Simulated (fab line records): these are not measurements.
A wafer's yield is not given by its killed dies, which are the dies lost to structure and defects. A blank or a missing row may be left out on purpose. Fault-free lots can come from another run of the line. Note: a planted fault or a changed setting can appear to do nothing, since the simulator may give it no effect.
What tool caused it?	flow sfq_line	42 wafers from 14 lots sampled at 5 of the route's 325 steps

## WHAT THE GAUGES SHOWED, per wafer
SFQ_M6_RS_MEAS_938: measures by four-point-probe. Usual: M6_NB_RS gives 0.887 ohm/sq (standard deviation 0.0092).
lot	measured	on	M6_NB_RS (ohm/sq)	flag
L593	day 77 00:52	film_metro-02	0.894 0.903 0.902	
L594	day 77 08:47	film_metro-03	0.891 0.886 0.900	
L595	day 77 09:48	film_metro-02	0.892 0.887 0.892	
L596	day 77 13:25	film_metro-02	0.885 0.886 0.892	
L597	day 77 22:59	film_metro-02	0.886 0.888 0.891	
L599	day 78 15:47	film_metro-03	0.883 0.883 0.879	
L600	day 78 20:35	film_metro-03	0.878 0.888 0.881	
L601	day 79 02:34	film_metro-02	0.884 0.892 0.884	
L603	day 80 01:02	film_metro-04	0.890 0.894 0.887	
L605	day 80 07:38	film_metro-03	0.884 0.885 0.882	
L606	day 81 08:48	film_metro-03	0.441 0.443 0.441	OFF
L607	day 81 11:13	film_metro-04	0.436 0.441 0.438	OFF
L610	day 82 02:32	film_metro-03	0.887 0.897 0.885	
L614	day 86 03:52	film_metro-04	0.870 0.869 0.877	

## WHICH TOOL RAN EACH LOT (tool, then ch and the chambers of the sampled wafers, then the start)
lot	SFQ_TRILAYER_A5B_CMP_CMP_130	SFQ_TRILAYER_R5_BARC_OPEN_METAL_ETCH_177	SFQ_TRILAYER_I5_STRIP_STRIP_148	SFQ_TRILAYER_M6_DEP_SPUTTER_157
L593	cmp-01 ch 0,2,3, day 71 03:25	rie_metal-03 ch 0,1, day 76 02:28	rie_metal-01 ch 0,1, day 76 15:40	pvd_sputter-06, day 77 00:46
L594	cmp-02 ch 1,2, day 71 04:05	rie_metal-04 ch 1, day 76 03:40	rie_metal-04 ch 0,1, day 76 16:52	pvd_sputter-03, day 77 08:41
L595	cmp-01 ch 1,2,3, day 71 09:25	rie_metal-03 ch 0, day 76 07:16	rie_metal-01 ch 0,1, day 76 18:04	pvd_sputter-05, day 77 09:41
L596	cmp-01 ch 0,3, day 71 14:55	rie_metal-03 ch 0,1, day 76 13:13	rie_metal-02 ch 0,1, day 76 21:52	pvd_sputter-03, day 77 13:17
L597	cmp-02 ch 0,1,2, day 71 23:11	rie_metal-04 ch 0,1, day 77 00:00	rie_metal-04 ch 0,1, day 77 14:59	pvd_sputter-03, day 77 22:53
L599	cmp-02 ch 0,2,3, day 73 05:30	rie_metal-03 ch 0,1, day 78 07:58	rie_metal-01 ch 0,1, day 78 11:53	pvd_sputter-03, day 78 15:39
L600	cmp-02 ch 0,2, day 73 12:14	rie_metal-03 ch 0,1, day 78 11:34	rie_metal-04 ch 0,1, day 78 16:20	pvd_sputter-06, day 78 20:27
L601	cmp-02 ch 1,2,3, day 73 18:28	rie_metal-04 ch 0,1, day 78 18:45	rie_metal-04 ch 0,1, day 78 22:09	pvd_sputter-06, day 79 02:28
L603	cmp-02 ch 0,1,2, day 75 01:28	rie_metal-04 ch 0,1, day 79 17:34	rie_metal-02 ch 0,1, day 79 21:09	pvd_sputter-06, day 80 00:54
L605	cmp-01 ch 1,2, day 75 05:28	rie_metal-04 ch 0,1, day 79 21:10	rie_metal-02 ch 0,1, day 80 01:36	pvd_sputter-03, day 80 07:30
L606	cmp-01 ch 0,2,3, day 76 16:01	rie_metal-02 ch 0,1, day 80 23:33	rie_metal-02 ch 0,1, day 81 03:30	pvd_sputter-05, day 81 08:27
L607	cmp-01 ch 0,1,2, day 76 18:31	rie_metal-04 ch 0,1, day 81 01:57	rie_metal-02 ch 0,1, day 81 05:21	pvd_sputter-03, day 81 10:51
L610	cmp-02 ch 0,1,2, day 77 02:49	rie_metal-03 ch 0,1, day 81 07:57	rie_metal-04 ch 0,1, day 81 16:09	pvd_sputter-03, day 82 02:27
L614	cmp-02 ch 0,3, day 77 10:43	rie_metal-03 ch 0,1, day 81 16:21	rie_metal-04 ch 0,1, day 82 02:57	pvd_sputter-03, day 86 03:46
- SFQ_TRILAYER_A5B_CMP_CMP_130: polishes, stops on Nb, target thk 340.7 nm.
- SFQ_TRILAYER_R5_BARC_OPEN_METAL_ETCH_177: etches BARC in O2, target depth 125 nm, time 41.7 s.
- SFQ_TRILAYER_I5_STRIP_STRIP_148: strips in O2.
- SFQ_TRILAYER_M6_DEP_SPUTTER_157: material Nb, target thk 200 nm, time 133.3 s.

## WHAT THE TOOLS THEMSELVES READ (means of the sampled wafers that have a number; where no wafer has one, the mark that the record gives instead)
SFQ_TRILAYER_A5B_CMP_CMP_130. Usual: motor_current_A 10.5 A, standard deviation 1.2.
lot	tool	motor_current_A (A)	flag
L593	cmp-01	10.3	
L594	cmp-02	10.3	
L595	cmp-01	10.7	
L596	cmp-01	10.1	
L597	cmp-02	10.1	
L599	cmp-02	10.7	
L600	cmp-02	9.1	
L601	cmp-02	11.1	
L603	cmp-02	10.0	
L605	cmp-01	10.8	
L606	cmp-01	10.8	
L607	cmp-01	10.8	
L610	cmp-02	9.8	
L614	cmp-02	11.5	

SFQ_TRILAYER_R5_BARC_OPEN_METAL_ETCH_177. Usual: drypump_motor_current_A 5.7 A, standard deviation 0.53; he_backside_leak_sccm 3.59 sccm, standard deviation 0.27; oes_product_au 0.685 a.u., standard deviation 0.0044.
lot	tool	drypump_motor_current_A (A)	he_backside_leak_sccm (sccm)	oes_product_au (a.u.)	flag
L593	rie_metal-03	5.1	3.57	0.691	
L594	rie_metal-04	6.2	3.38	0.688	
L595	rie_metal-03	5.6	3.67	0.687	
L596	rie_metal-03	5.0	3.51	0.686	
L597	rie_metal-04	6.0	3.37	0.685	
L599	rie_metal-03	5.0	3.80	0.683	
L600	rie_metal-03	5.0	3.59	0.681	
L601	rie_metal-04	6.0	3.38	0.690	
L603	rie_metal-04	5.8	3.32	0.682	
L605	rie_metal-04	6.0	3.42	0.684	
L606	rie_metal-02	6.1	3.88	0.687	
L607	rie_metal-04	6.0	3.33	0.684	
L610	rie_metal-03	5.3	3.64	0.684	
L614	rie_metal-03	5.3	3.44	0.688	

SFQ_TRILAYER_I5_STRIP_STRIP_148. Usual: drypump_motor_current_A 5.9 A, standard deviation 0.34; he_backside_leak_sccm 3.5 sccm, standard deviation 0.34; oes_product_au 1.001 a.u., standard deviation 0.0075.
lot	tool	drypump_motor_current_A (A)	he_backside_leak_sccm (sccm)	oes_product_au (a.u.)	flag
L593	rie_metal-01	5.6	3.5	0.998	
L594	rie_metal-04	5.7	3.2	1.000	
L595	rie_metal-01	5.5	3.5	0.992	
L596	rie_metal-02	6.2	3.7	1.005	
L597	rie_metal-04	6.0	3.3	0.996	
L599	rie_metal-01	5.7	3.5	1.000	
L600	rie_metal-04	6.0	3.3	1.000	
L601	rie_metal-04	6.0	3.4	0.995	
L603	rie_metal-02	6.1	3.8	1.001	
L605	rie_metal-02	6.1	4.0	1.008	
L606	rie_metal-02	6.1	4.0	1.012	
L607	rie_metal-02	6.1	4.0	1.005	
L610	rie_metal-04	5.8	3.4	1.009	
L614	rie_metal-04	5.8	3.4	0.998	

SFQ_TRILAYER_M6_DEP_SPUTTER_157. Usual: chamber_pressure_pa 0.13329 Pa, standard deviation 0.00026; throttle_valve_pct 29.9 %, standard deviation 1.2.
lot	tool	chamber_pressure_pa (Pa)	throttle_valve_pct (%)	flag
L593	pvd_sputter-06	0.13348	28.6	
L594	pvd_sputter-03	0.13311	29.8	
L595	pvd_sputter-05	0.13328	30.6	
L596	pvd_sputter-03	0.13355	30.5	
L597	pvd_sputter-03	0.13329	28.8	
L599	pvd_sputter-03	0.13311	30.2	
L600	pvd_sputter-06	0.13312	30.4	
L601	pvd_sputter-06	0.13345	29.5	
L603	pvd_sputter-06	0.13329	29.5	
L605	pvd_sputter-03	0.13318	29.7	
L606	pvd_sputter-05	0.13322	30.6	
L607	pvd_sputter-03	0.13349	29.8	
L610	pvd_sputter-03	0.13306	29.8	
L614	pvd_sputter-03	0.13322	29.9	

## THE ANSWER, worked out from the rows above alone
Rule: a lot is off if the mean of its wafers that have a number lies more than 3 standard deviations from the usual mean. Also off: a lot with no number at a reading for which 4 or more lots have one. All remaining lots with rows at the step are treated as sound. After the gauges, taken in route order, come the tools' own readings; for these a lot's mean is taken, as printed above. At the first step where some lot is off, the reading lying furthest off is the one used; lots without a number count as furthest.
Off: at SFQ_M6_RS_MEAS_938 (M6_NB_RS), L606, L607.
A tool fits if, at a process step before that reading, it ran every lot that is off, and no sound lot after the first of them. The gauges at SFQ_M6_RS_MEAS_938 are tried like those tools. Undecided on this evidence; 2 tools fit (cmp-01 at SFQ_TRILAYER_A5B_CMP_CMP_130, rie_metal-02 at SFQ_TRILAYER_I5_STRIP_STRIP_148).

## WHAT THE SIMULATOR HAD PUT IN
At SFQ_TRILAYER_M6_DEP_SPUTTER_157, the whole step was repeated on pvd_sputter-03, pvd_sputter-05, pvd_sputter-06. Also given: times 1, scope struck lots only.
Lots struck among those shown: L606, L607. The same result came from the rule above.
